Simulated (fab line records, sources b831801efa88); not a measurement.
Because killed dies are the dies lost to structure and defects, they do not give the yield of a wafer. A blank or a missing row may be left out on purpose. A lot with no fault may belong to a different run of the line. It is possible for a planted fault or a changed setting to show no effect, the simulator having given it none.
fab line records    flow sky130
[record] lots = 14  wafers = 42  last-day = 50
route steps=708 shown LDD_N@244 LDD_LDN@299 SPACER@305 POLY_CUT@315 PAD_OPEN@708
lots that met no fault: taken from a fault-free run of the same line
start-h: hours from the record's opening day to when the first of the lot's shown wafers began    wait-h: hours from the lot's prior step to this one    " repeats the value in the row above    L1.1+2: several wafers, shown together as one row    - no value present, or no start provided    * or withheld: withheld    < > ~ a bound
route shown NAME@n: NAME is a module with steps in the file, n the number in the route of the first one    usual: mean/standard deviation of fault-free wafers    same: alike in all rows    chamber/n: place in a boat    sites: readings site by site    _std_site: how widely they spread, as a standard deviation    _edge_site: inner sites' mean taken away from outer sites' mean    radius-mm: how far each site lies from the wafer's centre    mask NAME#n: copy n    behind: the last tool/chamber to shape the wafer    hold: reason for holding the lot/hours on hold/outcome of the hold    device: which transistor (n, p or np) failed to switch    end of line: the route-end tests of the same wafers    for a step that has no rows: nothing shown but its recipe    killed: dies that structure and defects cost at the first sort, which is not the same as the wafer's yield    map: shows each die of a wafer: x if killed, . if not, _ if none is there
set.NAME: setting as actually run; set.NAME@STEP: the setting as run at that earlier step    model.NAME: the simulator's own value behind a step, which no gauge read
the route's steps for a sample of lots (tables are steps, rows are wafers)
services: when a tool's chamber went out of use (start-h, in hours from the record's first day, below 0 if earlier), for how many hours, and the reason
[[steps]]
[step SKY_LDD_N_OVL_MEAS_07]
[usual] LDD_N_OVL = 0.0/1.4
lot.wafer  tool        chamber  start-h  wait-h  LDD_N_OVL[nm]
L158.2     overlay-02  -        421.52   0.1     0.9
L158.3     "           -        "        "       0.9
L158.4     "           -        "        "       -0.3
L159.1     overlay-02  -        427.77   0.1     1.1
L159.4     "           -        "        "       0.9
L159.5     "           -        "        "       0.8
L160.1     overlay-01  -        431.72   0.1     -0.2
L160.2     "           -        "        "       -1.2
L160.4     "           -        "        "       -1.6
L162.2     overlay-01  -        456.02   0.1     -1.9
L162.3     "           -        "        "       -1.7
L162.5     "           -        "        "       -2.5
L161.1     overlay-01  -        459.25   0.1     0.3
L161.2     "           -        "        "       1.7
L161.5     "           -        "        "       0.6
L168.3     overlay-02  -        513.91   0.1     -0.5
L168.4     "           -        "        "       -1.0
L168.5     "           -        "        "       -1.2
L170.1     overlay-02  -        524.77   0.1     -1.1
L170.3     "           -        "        "       -0.4
L170.6     "           -        "        "       0.0
L169.1     overlay-02  -        526.30   0.1     -1.6
L169.3     "           -        "        "       -0.4
L169.5     "           -        "        "       -0.3
L172.4     overlay-02  -        542.84   0.1     1.0
L172.5     "           -        "        "       2.2
L172.6     "           -        "        "       2.0
L174.2     overlay-01  -        566.52   0.1     -0.5
L174.3     "           -        "        "       -1.4
L174.5     "           -        "        "       -2.0
L175.4     overlay-01  -        571.63   0.1     0.4
L175.5     "           -        "        "       1.2
L175.6     "           -        "        "       1.6
L176.2     overlay-01  -        576.87   0.1     0.0
L176.4     "           -        "        "       -0.3
L176.6     "           -        "        "       -2.6
L178.1     overlay-01  -        588.00   0.1     -0.1
L178.3     "           -        "        "       -0.4
L178.5     "           -        "        "       1.9
L179.1     overlay-02  -        603.05   0.1     2.0
L179.2     "           -        "        "       2.7
L179.6     "           -        "        "       3.8
[step SKY_LDD_LDN_IMPLANT_10]
[recipe] species = As  energy-kev = 15.21  dose-cm2 = 1.25e+13  tilt-deg = withheld  rotation-deg = 203
lot.wafer   tool          chamber  start-h  wait-h
L158.2+3+4  implanter-04  0        546.83   0.1
L159.1+4+5  implanter-03  0        551.44   0.1
L160.1+2+4  implanter-03  0        556.15   0.1
L162.2+3+5  implanter-03  0        579.88   0.1
L161.1+2+5  implanter-02  0        582.15   0.1
L161.1+2+5  implanter-02  0        582.47   0.3
L168.3+4+5  implanter-02  0        634.79   0.1
L168.3+4+5  implanter-02  0        635.10   0.3
L169.1+3+5  implanter-03  0        645.60   0.1
L170.1+3+6  implanter-03  0        648.24   0.1
L170.1+3+6  implanter-03  0        648.55   0.3
L172.4+5+6  implanter-03  0        662.61   0.1
L174.2+3+5  implanter-02  0        684.13   0.1
L175.4+5+6  implanter-04  0        690.68   0.1
L176.2+4+6  implanter-04  0        693.31   0.1
L178.1+3+5  implanter-02  0        703.20   0.1
L179.1+2+6  implanter-03  0        718.54   0.1
[step SKY_LDD_LDN_TW_MEAS_13]
[usual] LDD_LDN_TW = 1486/19
lot.wafer  tool           chamber  start-h  wait-h  LDD_LDN_TW
L158.2     film-metro-02  -        547.21   0.1     1465
L158.3     "              -        "        "       1469
L158.4     "              -        "        "       1467
L159.1     film-metro-01  -        551.84   0.1     1502
L159.4     "              -        "        "       1492
L159.5     "              -        "        "       1499
L160.1     film-metro-02  -        556.55   0.1     1460
L160.2     "              -        "        "       1468
L160.4     "              -        "        "       1463
L162.2     film-metro-02  -        580.26   0.1     1464
L162.3     "              -        "        "       1465
L162.5     "              -        "        "       1457
L161.1     film-metro-01  -        582.87   0.1     1606
L161.2     "              -        "        "       1604
L161.5     "              -        "        "       1605
L168.3     film-metro-02  -        635.47   0.1     1568
L168.4     "              -        "        "       1559
L168.5     "              -        "        "       1564
L169.1     film-metro-01  -        646.00   0.1     1496
L169.3     "              -        "        "       1493
L169.5     "              -        "        "       1505
L170.1     film-metro-01  -        648.95   0.1     1613
L170.3     "              -        "        "       1610
L170.6     "              -        "        "       1604
L172.4     film-metro-02  -        662.97   0.1     1466
L172.5     "              -        "        "       1462
L172.6     "              -        "        "       1466
L174.2     film-metro-01  -        684.51   0.1     1497
L174.3     "              -        "        "       1508
L174.5     "              -        "        "       1500
L175.4     film-metro-01  -        691.03   0.1     1512
L175.5     "              -        "        "       1504
L175.6     "              -        "        "       1504
L176.2     film-metro-03  -        693.70   0.1     1506
L176.4     "              -        "        "       1504
L176.6     "              -        "        "       1498
L178.1     film-metro-02  -        703.60   0.1     1449
L178.3     "              -        "        "       1453
L178.5     "              -        "        "       1450
L179.1     film-metro-02  -        718.94   0.1     1448
L179.2     "              -        "        "       1455
L179.6     "              -        "        "       1470
[step SKY_SPACER_THK_MEAS_01]
[recipe] reads = Si3N4_of_SPACER_CVD_00
[usual] SPACER_CVD_00_THK = 43.2/0.37
lot.wafer  tool           chamber  start-h  wait-h  SPACER_CVD_00_THK[nm]
L158.2     film-metro-03  -        549.91   0.0     42.9
L158.3     "              -        "        "       43.1
L158.4     "              -        "        "       42.9
L159.1     film-metro-04  -        553.15   0.0     43.2
L159.4     "              -        "        "       43.5
L159.5     "              -        "        "       43.2
L160.1     film-metro-04  -        557.87   0.0     43.1
L160.2     "              -        "        "       42.5
L160.4     "              -        "        "       42.8
L162.2     film-metro-04  -        581.58   0.0     43.4
L162.3     "              -        "        "       43.2
L162.5     "              -        "        "       42.9
L161.1     film-metro-03  -        584.18   0.0     42.8
L161.2     "              -        "        "       42.7
L161.5     "              -        "        "       42.7
L168.3     film-metro-03  -        637.62   0.0     43.2
L168.4     "              -        "        "       43.0
L168.5     "              -        "        "       43.0
L169.1     film-metro-04  -        647.32   0.0     42.9
L169.3     "              -        "        "       42.9
L169.5     "              -        "        "       42.6
L170.1     film-metro-04  -        650.28   0.0     43.4
L170.3     "              -        "        "       44.0
L170.6     "              -        "        "       43.5
L172.4     film-metro-03  -        664.29   0.0     43.0
L172.5     "              -        "        "       42.8
L172.6     "              -        "        "       42.7
L174.2     film-metro-04  -        685.83   0.0     43.8
L174.3     "              -        "        "       43.9
L174.5     "              -        "        "       44.1
L175.4     film-metro-03  -        692.93   0.0     43.7
L175.5     "              -        "        "       43.4
L175.6     "              -        "        "       43.3
L176.2     film-metro-02  -        695.47   0.0     42.9
L176.4     "              -        "        "       43.0
L176.6     "              -        "        "       42.9
L178.1     film-metro-02  -        706.57   0.0     44.0
L178.3     "              -        "        "       43.2
L178.5     "              -        "        "       43.6
L179.1     film-metro-03  -        720.26   0.0     43.2
L179.2     "              -        "        "       43.6
L179.6     "              -        "        "       43.6
[step SKY_POLY_CUT_CD_MEAS_08]
[recipe] target-cd-nm = 270
[usual] cd-nm = 270.0/1.5
lot.wafer  tool       chamber  start-h  wait-h  cd-nm
L158.2     cd-sem-01  -        580.40   -       269.8
L158.3     "          -        "        "       270.5
L158.4     "          -        "        "       270.8
L159.1     cd-sem-01  -        582.75   -       268.8
L159.4     "          -        "        "       269.2
L159.5     "          -        "        "       269.8
L160.1     cd-sem-01  -        587.10   -       268.4
L160.2     "          -        "        "       269.5
L160.4     "          -        "        "       271.0
L162.2     cd-sem-02  -        610.15   -       269.3
L162.3     "          -        "        "       268.4
L162.5     "          -        "        "       267.7
L161.1     cd-sem-02  -        612.62   -       273.4
L161.2     "          -        "        "       272.1
L161.5     "          -        "        "       273.2
L168.3     cd-sem-01  -        666.94   -       269.8
L168.4     "          -        "        "       269.7
L168.5     "          -        "        "       270.7
L169.1     cd-sem-02  -        674.88   -       270.7
L169.3     "          -        "        "       269.9
L169.5     "          -        "        "       271.8
L170.1     cd-sem-01  -        677.85   -       269.2
L170.3     "          -        "        "       268.9
L170.6     "          -        "        "       268.1
L172.4     cd-sem-01  -        692.69   -       268.1
L172.5     "          -        "        "       270.4
L172.6     "          -        "        "       270.3
L174.2     cd-sem-01  -        713.44   -       271.2
L174.3     "          -        "        "       272.7
L174.5     "          -        "        "       272.3
L175.4     cd-sem-01  -        721.88   -       272.5
L175.5     "          -        "        "       272.9
L175.6     "          -        "        "       273.4
L176.2     cd-sem-02  -        723.64   -       267.3
L176.4     "          -        "        "       269.0
L176.6     "          -        "        "       269.8
L178.1     cd-sem-02  -        734.20   -       270.8
L178.3     "          -        "        "       270.3
L178.5     "          -        "        "       269.4
L179.1     cd-sem-01  -        747.75   -       270.9
L179.2     "          -        "        "       270.4
L179.6     "          -        "        "       271.7
[step SKY_PAD_OPEN_PROBE_99]
[usual] killed_at_M0_to_M3 = 43/7.1  killed_at_M4_up = 3/1.7  killed-at-contacts = 25/5.6  killed-at-front-end = 16/4.1  killed-at-other = 0.2/0.49  killed-dies = 87/9.8  killed-open = 47/7.6  killed-short = 40/6.1
[same] gross-dies = 492  killed-at-back-side = 0
lot.wafer  tool       chamber  start-h  wait-h  killed_at_M0_to_M3  killed_at_M4_up  killed-at-contacts  killed-at-front-end  killed-at-other  killed-dies  killed-open  killed-short
L161.1     prober-01  -        1113.32  0.1     46                  1                25                  6                    0                78           43           35
L161.2     prober-01  -        1113.37  0.1     46                  3                30                  6                    0                85           46           39
L161.5     prober-01  -        1113.52  0.2     43                  1                33                  13                   0                90           48           42
L170.1     prober-02  -        1157.44  0.1     45                  5                32                  16                   0                98           62           36
L170.3     prober-02  -        1157.54  0.2     43                  2                26                  16                   0                87           53           34
L170.6     prober-02  -        1157.69  0.2     58                  7                36                  16                   1                118          68           50
// killed by level:class
L161.1 VIA1:geometric-particle:open=12 LI_CONTACT:geometric-particle:open=9 VIA1:geometric-particle:short=8 CONTACT:geometric-particle:open=6 VIA2:geometric-particle:open=6 METAL2:geometric-particle:short=5 CONTACT:geometric-particle:short=4 METAL2:geometric-particle:open=4
L161.2 CONTACT:geometric-particle:open=10 LI_CONTACT:geometric-particle:open=8 LOCAL_INTERCONNECT:geometric-particle:short=8 METAL2:geometric-particle:short=8 VIA1:geometric-particle:short=6 VIA1:geometric-particle:open=6 VIA2:geometric-particle:open=6 VIA3:geometric-particle:open=5
L161.5 VIA1:geometric-particle:open=10 CONTACT:geometric-particle:open=9 VIA2:geometric-particle:open=8 LI_CONTACT:geometric-particle:open=7 LI_CONTACT:geometric-particle:short=6 METAL1:geometric-particle:short=6 METAL2:geometric-particle:short=6 CONTACT:geometric-particle:short=5
L170.1 CONTACT:geometric-particle:open=18 VIA1:geometric-particle:open=10 VIA3:geometric-particle:open=8 FIELD_ISO:geometric-particle:open=6 LI_CONTACT:geometric-particle:open=6 POLY_GATE:geometric-particle:open=5 METAL2:geometric-particle:short=5 METAL4:geometric-particle:short=5
L170.3 VIA1:geometric-particle:open=10 CONTACT:geometric-particle:open=9 VIA3:geometric-particle:open=8 LI_CONTACT:geometric-particle:open=6 VIA2:geometric-particle:open=6 POLY_GATE:geometric-particle:open=4 LOCAL_INTERCONNECT:geometric-particle:short=4 CONTACT:geometric-particle:short=4
L170.6 VIA1:geometric-particle:open=14 CONTACT:geometric-particle:open=13 VIA2:geometric-particle:open=12 CONTACT:geometric-particle:short=11 LI_CONTACT:geometric-particle:open=6 METAL3:geometric-particle:short=6 FIELD_ISO:geometric-particle:short=5 METAL2:geometric-particle:short=5
[[services]]
tool          chamber  start-h  hours  kind
implanter-02  -        523.09   0.7    repair
implanter-04  -        531.44   1.1    repair
implanter-02  -        547.96   2.4    repair
implanter-04  -        549.17   99.2   repair
implanter-03  -        590.04   0.6    repair
implanter-04  -        655.65   6.0    repair
implanter-04  -        682.95   1.8    repair
implanter-04  -        700.13   1.7    repair
[[key]]
[first-sign] step = SKY_LDD_LDN_IMPLANT_10  reading = visit  direction = added
[effect] step = SKY_LDD_LDN_TW_MEAS_13  reading = LDD_LDN_TW  direction = up  sigmas = 5.6  usual = 1486  struck = 1593
met-at SKY_LDD_LDN_IMPLANT_10
struck-lots L161,L168,L170
tester-left-out L161,L168,L170
not-acting-at SKY_LDD_N_OVL_MEAS_07,SKY_SPACER_THK_MEAS_01,SKY_POLY_CUT_CD_MEAS_08
[fault] kind = repeated-step-whole  tool = implanter-02,implanter-03,implanter-04  chamber = -  onset-h = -  steps = SKY_LDD_LDN_IMPLANT_10  times = 1  scope = struck-lots-only
// tester-left-out: of these lots the tester's yield and bins aren't shown, on N5 and GAA mostly nor the transistor test; their killed dies are dies lost to structure and defects alone, not to doping, threshold or leakage, so they don't give the yield
